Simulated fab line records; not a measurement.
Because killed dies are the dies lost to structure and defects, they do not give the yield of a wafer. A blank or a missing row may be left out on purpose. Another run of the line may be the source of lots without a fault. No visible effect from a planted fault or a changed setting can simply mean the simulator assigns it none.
One fault seen from 2 desks | flow sky130 | every desk sees just its own numbers, and what lay behind them comes last

## TOOL OWNER'S DESK, implanter-02
SKY_LDD_LDN_IMPLANT_08, tool's own readings: per-lot mean of the sampled wafers with a number, covering each lot this tool ran. Any lot whose mean is over 4 standard deviations away from the usual mean is out of limits and marked OUT; that distance is given in the brackets.
Columns: A = dose ions cm2 at SKY_LDD_LDN_IMPLANT_08, usual 1.25e+13; B = faraday current uA at SKY_LDD_LDN_IMPLANT_08, usual 70.7
lot  | first seen here | A                          | B
L502 | day 26 05:52    | 1.25e+13                   | 71.2
L503 | day 27 01:40    | 1.25e+13                   | 70.0
L510 | day 29 05:53    | 1.25e+13                   | 70.3
L507 | day 29 08:46    | 1.25e+13                   | 72.3
L513 | day 29 22:31    | 4.49e+12 (-99 or more) OUT | 25.7 (-32) OUT
L516 | day 30 22:14    | 4.49e+12 (-99 or more) OUT | 25.2 (-32) OUT
Finding of this desk: L513, L516 out of limits; the first was L513 at day 29 22:31, on dose ions cm2 at SKY_LDD_LDN_IMPLANT_08. L502, L503, L510, L507 stayed within limits.

## THE METROLOGY DESK
What the gauges read, lot by lot, whatever tool the lot ran on: means of the sampled wafers that have a number. Any lot whose mean is over 4 standard deviations away from the usual mean is out of limits and marked OUT; that distance is given in the brackets.
Columns: A = LDD_P_TW at SKY_LDD_P_TW_MEAS_11, usual 637; B = LDD_HVP_TW at SKY_LDD_HVP_TW_MEAS_10, usual 456; C = LDD_LDN_TW at SKY_LDD_LDN_TW_MEAS_13, usual 1490; D = SD_P_TW at SKY_SD_P_TW_MEAS_11, usual 2833
lot  | first seen here | A   | B   | C              | D
L493 | day 19 03:32    | 626 | 449 | 1488           | 2803
L496 | day 20 08:10    | 640 | 459 | 1484           | 2831
L497 | day 20 18:20    | 631 | 451 | 1482           | 2838
L499 | day 21 18:57    | 643 | 459 | 1483           | 2875
L500 | day 22 00:56    | 639 | 450 | 1495           | 2875
L502 | day 22 13:19    | 628 | 462 | 1482           | 2869
L503 | day 23 09:18    | 642 | 458 | 1491           | 2838
L504 | day 23 19:51    | 641 | 457 | 1478           | 2864
L505 | day 24 05:36    | 627 | 458 | 1495           | 2780
L510 | day 25 16:37    | 644 | 457 | 1491           | 2846
L507 | day 25 18:06    | 642 | 451 | 1486           | 2799
L513 | day 26 08:57    | 640 | 458 | 1409 (-11) OUT | 2785
L516 | day 27 10:20    | 644 | 458 | 1409 (-11) OUT | 2864
This desk finds L513, L516 out of limits, with the earliest case on L513 at day 29 23:11 (LDD_LDN_TW at SKY_LDD_LDN_TW_MEAS_13). L493, L496, L497, L499, L500, L502, L503, L504, L505, L510, L507 stayed within limits.

## ALL TOGETHER
An alarm could have come from the tool owner's desk at day 29 22:31, on L513, L516.
An alarm was possible from the metrology desk at day 29 23:11, on L513, L516.
On implanter-02, each named lot ran SKY_LDD_LDN_IMPLANT_08.

## WHAT THE SIMULATOR HAD INSERTED
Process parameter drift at SKY_LDD_LDN_IMPLANT_08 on implanter-02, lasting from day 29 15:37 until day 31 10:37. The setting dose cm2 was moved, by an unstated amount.
Lots struck among those shown: L513, L516.
Counting hours from when the fault started, the first reading out of limits came at 7 for the tool owner's desk and at 8 for the metrology desk.
